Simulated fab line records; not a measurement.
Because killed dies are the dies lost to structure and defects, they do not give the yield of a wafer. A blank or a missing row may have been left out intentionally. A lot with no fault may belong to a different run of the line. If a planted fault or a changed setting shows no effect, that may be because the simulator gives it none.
Struck lot and sound lot, side by side	flow sfq-line	13 steps out of a route of 325
Sound: these wafers, L237.4, L237.5, L237.6. Struck: wafers L247.2, L247.3 (left out: L247.6, a lot-mate that was not struck); the cause follows at the end.
At each step with rows: each side's tool, then ch and its chambers, then its first start. Under that, the readings that differ: sound wafers	struck wafers	difference of the means	sigmas: that difference in standard deviations of wafers without a fault.
alike: readings with means less than 2 such deviations apart, plus words and numbers identical on both sides. not compared: withheld readings, readings lacking a value on some wafer, bounds such as >300 that could conceal the same value, and numbers that have no deviation in the record and whose values overlap.
Wherever a step has rows on one side only, a row that says differs or no value, or a row with sigmas, the two part there. Numbers that don't overlap but have no deviation are shown without sigmas and don't part them. A reading that every wafer of one side lacks parts them only if that side has two wafers or more.

first, 1 step without rows for these wafers: SFQ_TRILAYER_M4_DEP_PRE_CLEAN_092 (time 22.5 s).
SFQ_TRILAYER_M4_DEP_SPUTTER_091: material Nb, target thk 200 nm, time 133.3 s.
  struck on pvd-sputter-04, day 53 14:16; sound on pvd-sputter-04, day 49 14:28
  alike: throttle-valve-pct
SFQ_M4_RS_MEAS_924: a four-point-probe measurement.
  struck on film-metro-03, day 53 14:22; sound on film-metro-01, day 49 14:37
  alike: M4_NB_RS
then, 6 steps without rows for these wafers: SFQ_TRILAYER_M4_LITHO_COAT_098 (resist thk 62 nm); SFQ_TRILAYER_M4_LITHO_COAT_093 (resist thk 600 nm); SFQ_TRILAYER_M4_LITHO_SOFTBAKE_097; SFQ_TRILAYER_M4_LITHO_EXPOSE_094 (exposes mask M4, target cd 500 nm); SFQ_TRILAYER_M4_LITHO_PEB_096 (peb time 60 s); SFQ_TRILAYER_M4_LITHO_DEVELOP_095 (time 60 s).
-- the record jumps here: 5 days lie between the struck wafers' starts before and after --
SFQ_M4_OVL_MEAS_926:
  struck on overlay-02, day 58 23:21; sound on overlay-01, day 49 18:17
  alike: M4_OVL
SFQ_TRILAYER_M4_BARC_OPEN_METAL_ETCH_123: etches BARC in O2, target depth 125 nm, time 41.7 s.
  sound on rie-metal-01 ch 0,1, day 49 18:20; struck on rie-metal-03 ch 0,1, day 58 23:23
  alike: drypump-motor-current-A, oes-product-au
  not compared: rf-hours-counter-h
SFQ_TRILAYER_M4_ETCH_METAL_ETCH_096: etches Nb in Cl2/Ar, stops on SiO2, target depth 240 nm, time 120 s.
  sound on rie-metal-01 ch 0,1, day 49 18:25; struck on rie-metal-03 ch 0,1, day 58 23:26
reading	sound	struck	difference	sigmas
model.KrF_of_TRILAYER_M4_LITHO_COAT_093.thk-nm (nm)	385.7 382.4 385.5	329.8 328.3	-55.5	
model.SiO2_of_TRILAYER_I3_DEP_PECVD_081.thk-nm (nm)	192.3 192.1 192.9	183.2 183.4	-9.1	
model.M4.feature-depth-nm (nm)	199.9 197.9 198.4	207.4 206.6	+8.3	
  alike: drypump-motor-current-A, oes-product-au
  not compared: rf-hours-counter-h
SFQ_TRILAYER_M4_STRIP_STRIP_097: strips in O2.
  sound on rie-metal-01 ch 0,1, day 49 18:42; struck on rie-metal-03 ch 0,1, day 58 23:34
  alike: drypump-motor-current-A, oes-product-au
  not compared: rf-hours-counter-h

## WHERE THEY PART
Nowhere in this record.

WHY: what had been put in by the simulator
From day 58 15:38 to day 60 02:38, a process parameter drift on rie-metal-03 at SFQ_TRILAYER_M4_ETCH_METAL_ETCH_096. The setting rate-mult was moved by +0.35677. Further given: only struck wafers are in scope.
